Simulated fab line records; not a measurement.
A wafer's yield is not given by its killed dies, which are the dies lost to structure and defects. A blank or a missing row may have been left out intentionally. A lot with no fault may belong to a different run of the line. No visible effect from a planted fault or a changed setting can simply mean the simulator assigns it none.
Struck lot and sound lot, side by side | flow gf180mcu | 14 steps out of a route of 602
Sound: the wafers L682.1, L682.3, L682.4. The struck wafers were L684.1, L684.3, L684.4. The cause comes at the end.
Order at every step that has rows: each side's tool, ch and its chambers, its first start. Under that, the readings that differ: sound wafers | struck wafers | difference of the means | sigmas: that difference in standard deviations of wafers without a fault.
alike: same words and numbers on both sides, and readings whose means sit less than 2 such deviations apart. not compared: any withheld reading, any reading some wafer has no value for, any bound like >300 that may hide the same value, and any number with overlapping values for which the record gives no deviation.
A row with sigmas, a row that says differs or no value, or rows on one side alone: a step with any of these is where the two part. When numbers do not overlap yet have no deviation, they are printed without sigmas and do not part them. A reading missing from all wafers of one side parts the sides only when that side holds two or more wafers.

first, 1 step without rows for these wafers: GF_M5_DEVELOP_06 (develop time 60 s).
GF_M5_CD_MEAS_07: target cd 280 nm.
  sound on cd_sem-02, day 27 15:47; struck on cd_sem-02, day 28 04:12
  alike: cd_nm
GF_M5_OVL_MEAS_08:
  sound on overlay-02, day 27 15:54; struck on overlay-01, day 28 04:19
  alike: M5_OVL
GF_M5_ETCH_09: etches Si3N4 in CF4/O2, target depth 52 nm, time 11.6 s.
  sound on rie_diel-04 ch 0,1,2, day 27 15:56; struck on rie_diel-01 ch 0,1,3, day 28 04:22
  alike: drypump_motor_current_A, oes_product_au, throttle_valve_pct
  not compared: rf_hours_counter_h
GF_M5_METAL_ETCH_10: etches the open film in Cl2/BCl3, stops on SiO2, target depth 750.8 nm, time 125.1 s.
  sound on rie_metal-01 ch 1, day 27 15:58; struck on rie_metal-02 ch 0,1, day 28 04:23
  alike: drypump_motor_current_A, oes_product_au, throttle_valve_pct
  not compared: rf_hours_counter_h
GF_M5_STRIP_11: strips in O2/N2.
  sound on plasma_asher-01 ch 0,1, day 27 16:13; struck on plasma_asher-03 ch 0,1, day 28 04:31
  reading                     | sound       | struck      | difference | sigmas
  drypump_motor_current_A (A) | 6.3 6.6 6.3 | 5.2 5.2 4.7 | -1.4       | -2
  alike: heater_power_w, oes_product_au, strip_time_to_endpoint_s
  not compared: rf_hours_counter_h
then, 3 steps without rows for these wafers: GF_M5_STRIP_12 (strips in post etch residue remover, time 1200 s); GF_M5_CLEAN_13 (cleans in DIW); GF_V5_CVD_00 (deposits SiO2, target thk 300 nm, time 50 s).
GF_V5_THK_MEAS_01:
  sound on film_metro-04, day 27 16:50; struck on film_metro-01, day 28 05:07
  alike: V5_CVD_00_THK
GF_V5_CVD_02: deposits SiO2 from TEOS, target thk 1450 nm, time 163.28 s.
  sound on pecvd-03 ch 0,1, day 27 16:53; struck on pecvd-01 ch 0,2, day 28 05:11
  reading            | sound       | struck      | difference | sigmas
  heater_power_w (W) | 736 698 784 | 430 521 653 | -205       | -2
  not compared: since_wet_clean_h
GF_V5_THK_MEAS_03:
  sound on film_metro-04, day 27 17:00; struck on film_metro-01, day 28 05:20
  alike: V5_CVD_02_THK
GF_V5_CMP_04: polishes SiO2.
  sound on cmp-01 ch 1,2,3, day 27 17:04; struck on cmp-02 ch 0,1,3, day 28 05:24
  no value came back on the struck wafers for edge_zone_pressure_frac, head_pressure_psi (psi), motor_current_A (A), slurry_filter_dp_kPa (kPa); on the sound wafers edge_zone_pressure_frac reads 1.003 1.002 0.999
  reading                             | sound             | struck         | difference | sigmas
  model.SiO2_of_V5_CVD_02.thk_nm (nm) | 855.6 855.2 856.7 | 1454 1483 1497 | +622       |
GF_V5_BOW_MEAS_05:
  sound on film_metro-02, day 27 17:22; struck on film_metro-02, day 28 05:59
  reading     | sound       | struck | difference                    | sigmas
  V5_BOW (um) | 150 139 140 | - - -  | no value on the struck wafers |
  not compared: hold

== WHERE THEY PART ==
Earliest at GF_M5_STRIP_11; latest, in this record, at GF_V5_BOW_MEAS_05.

WHY: whatever the simulator had introduced
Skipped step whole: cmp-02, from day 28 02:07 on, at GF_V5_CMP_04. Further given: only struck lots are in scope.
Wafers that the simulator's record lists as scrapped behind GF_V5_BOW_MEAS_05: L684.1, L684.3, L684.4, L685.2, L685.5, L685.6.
